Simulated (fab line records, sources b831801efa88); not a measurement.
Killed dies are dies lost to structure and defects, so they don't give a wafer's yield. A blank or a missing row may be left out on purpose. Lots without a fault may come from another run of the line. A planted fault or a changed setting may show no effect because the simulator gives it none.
Which tool did it? | flow sky130 | 13 lots, 39 wafers sampled, at 4 steps of a route of 708

WHAT THE GAUGES READ, wafer by wafer
SKY_LDD_P_OVL_MEAS_08. Usual: LDD_P_OVL -0.4 nm, standard deviation 1.
lot  | measured     | on         | LDD_P_OVL (nm) | flag
L669 | day 19 07:58 | overlay-01 | 0.3 -1.1 -0.2  |
L674 | day 21 05:28 | overlay-01 | 0.0 -0.1 -0.6  |
L675 | day 21 07:18 | overlay-01 | 0.7 -0.9 -0.4  |
L676 | day 22 16:05 | overlay-02 | 0.5 2.6 2.3    |
L677 | day 23 02:08 | overlay-01 | -0.4 -0.8 -0.3 |
L679 | day 23 09:47 | overlay-01 | -2.8 -1.0 -0.3 |
L684 | day 25 01:04 | overlay-02 | -1.0 0.4 -0.5  |
L686 | day 25 15:34 | overlay-02 | 0.3 -2.2 -0.9  |
L687 | day 25 17:49 | overlay-01 | 0.5 -0.4 0.6   |
L689 | day 26 10:04 | overlay-01 | 1.5 -1.8 0.1   |
L690 | day 26 17:37 | overlay-02 | -0.3 -0.5 -0.2 |
L691 | day 27 05:23 | overlay-01 | 0.1 -0.4 0.1   |
L692 | day 27 09:10 | overlay-01 | 1.1 0.6 1.1    |

SKY_SD_P_OVL_MEAS_08. Usual: SD_P_OVL -0.1 nm, standard deviation 1.5.
lot  | measured     | on         | SD_P_OVL (nm)  | flag
L669 | day 25 21:40 | overlay-02 | -1.3 -1.5 -1.6 |
L674 | day 27 15:40 | overlay-01 | 2.6 3.9 -0.1   |
L675 | day 27 17:10 | overlay-02 | 0.7 -2.3 -2.3  |
L676 | day 28 22:38 | overlay-01 | 2.2 -0.9 0.1   |
L677 | day 29 09:19 | overlay-01 | 0.4 -0.9 -0.9  |
L679 | day 29 16:10 | overlay-02 | -2.1 0.3 -0.4  |
L684 | day 31 06:16 | overlay-01 | 0.6 -0.7 0.0   |
L686 | day 31 15:38 | overlay-02 | 0.0 -1.1 -1.2  |
L687 | day 31 19:16 | overlay-02 | 0.0 -0.1 2.2   |
L689 | day 32 10:49 | overlay-01 | 1.4 0.4 0.6    |
L690 | day 32 18:02 | overlay-02 | -0.3 1.4 0.8   |
L691 | day 33 04:26 | overlay-01 | -0.7 1.7 1.2   |
L692 | day 33 07:55 | overlay-01 | -1.1 0.4 -2.2  |

WHICH TOOL RAN EACH LOT (tool, then ch and the chambers of the sampled wafers, then the start)
lot  | SKY_LDD_LDN_EXPOSE_04               | SKY_POLY_CUT_ETCH_10
L669 | iline_stepper-01 ch 0, day 22 13:55 | rie_diel-03 ch 0,2,3, day 24 14:46
L674 | iline_stepper-01 ch 0, day 24 10:43 | rie_diel-01 ch 0,3, day 26 10:41
L675 | iline_stepper-01 ch 0, day 24 12:50 | rie_diel-03 ch 0,1,2, day 26 12:02
L676 | iline_stepper-01 ch 0, day 25 20:00 | rie_diel-01 ch 1,2, day 27 18:56
L677 | iline_stepper-02 ch 0, day 26 06:08 | rie_diel-01 ch 0,2,3, day 28 05:20
L679 | iline_stepper-01 ch 0, day 26 13:49 | rie_diel-03 ch 1,2,3, day 28 12:01
L684 | iline_stepper-02 ch 0, day 28 02:49 | rie_diel-04 ch 1,3, day 30 01:40
L686 | iline_stepper-02 ch 0, day 28 15:19 | rie_diel-03 ch 1,2,3, day 30 11:52
L687 | iline_stepper-02 ch 0, day 28 18:58 | rie_diel-01 ch 1,2,3, day 30 14:26
L689 | iline_stepper-01 ch 0, day 29 09:45 | rie_diel-01 ch 0,3, day 31 07:16
L690 | iline_stepper-01 ch 0, day 29 17:46 | rie_diel-01 ch 0,1,2, day 31 14:55
L691 | iline_stepper-01 ch 0, day 30 05:05 | rie_diel-01 ch 1,2,3, day 32 01:32
L692 | iline_stepper-02 ch 0, day 30 07:59 | rie_diel-04 ch 0,2,3, day 32 05:14
- SKY_LDD_LDN_EXPOSE_04: exposes mask LDNTM, target cd 700 nm.
- SKY_POLY_CUT_ETCH_10: etches BARC in N2/H2, stops on SiO2, time 45.9 s, target depth 60 nm.

WHAT THE TOOLS THEMSELVES READ (means of the sampled wafers that have a number; where no wafer has one, the mark that the record gives instead)
SKY_POLY_CUT_ETCH_10. Usual: drypump_motor_current_A 5.7 A, standard deviation 0.64; oes_product_au 0.855 a.u., standard deviation 0.0053; throttle_valve_pct 13.225 %, standard deviation 0.0088.
lot  | tool        | drypump_motor_current_A (A) | oes_product_au (a.u.) | throttle_valve_pct (%) | flag
L669 | rie_diel-03 | 6.1                         | 0.854                 | 13.225                 |
L674 | rie_diel-01 | 5.3                         | 0.854                 | 13.224                 |
L675 | rie_diel-03 | 5.7                         | 0.857                 | 13.224                 |
L676 | rie_diel-01 | 6.0                         | 0.855                 | 13.236                 |
L677 | rie_diel-01 | 5.6                         | 0.855                 | 13.222                 |
L679 | rie_diel-03 | 5.7                         | 0.856                 | 13.231                 |
L684 | rie_diel-04 | 5.2                         | 0.849                 | 13.225                 |
L686 | rie_diel-03 | 5.7                         | 0.860                 | 13.222                 |
L687 | rie_diel-01 | 5.6                         | 0.853                 | 13.225                 |
L689 | rie_diel-01 | 5.9                         | 0.858                 | 13.224                 |
L690 | rie_diel-01 | 6.1                         | 0.852                 | 13.225                 |
L691 | rie_diel-01 | 5.5                         | 0.854                 | 13.225                 |
L692 | rie_diel-04 | 5.3                         | 0.855                 | 13.229                 |

THE ANSWER, worked out from the rows above alone
Rule: a lot is off if the mean of its wafers that have a number lies more than 3 standard deviations from the usual mean. A lot without any number at a reading at which 4 lots or more have one is off too. The other lots that the step has rows for count as sound. The gauges are gone through in route order, then the tools' own readings, and for those a lot's mean is taken as printed above. The first step at which some lot is off is used, and at that step the reading that is off furthest; a lot without a number counts as furthest.
No lot is off at any reading shown: from this, nothing can be told.

WHAT THE SIMULATOR HAD PUT IN
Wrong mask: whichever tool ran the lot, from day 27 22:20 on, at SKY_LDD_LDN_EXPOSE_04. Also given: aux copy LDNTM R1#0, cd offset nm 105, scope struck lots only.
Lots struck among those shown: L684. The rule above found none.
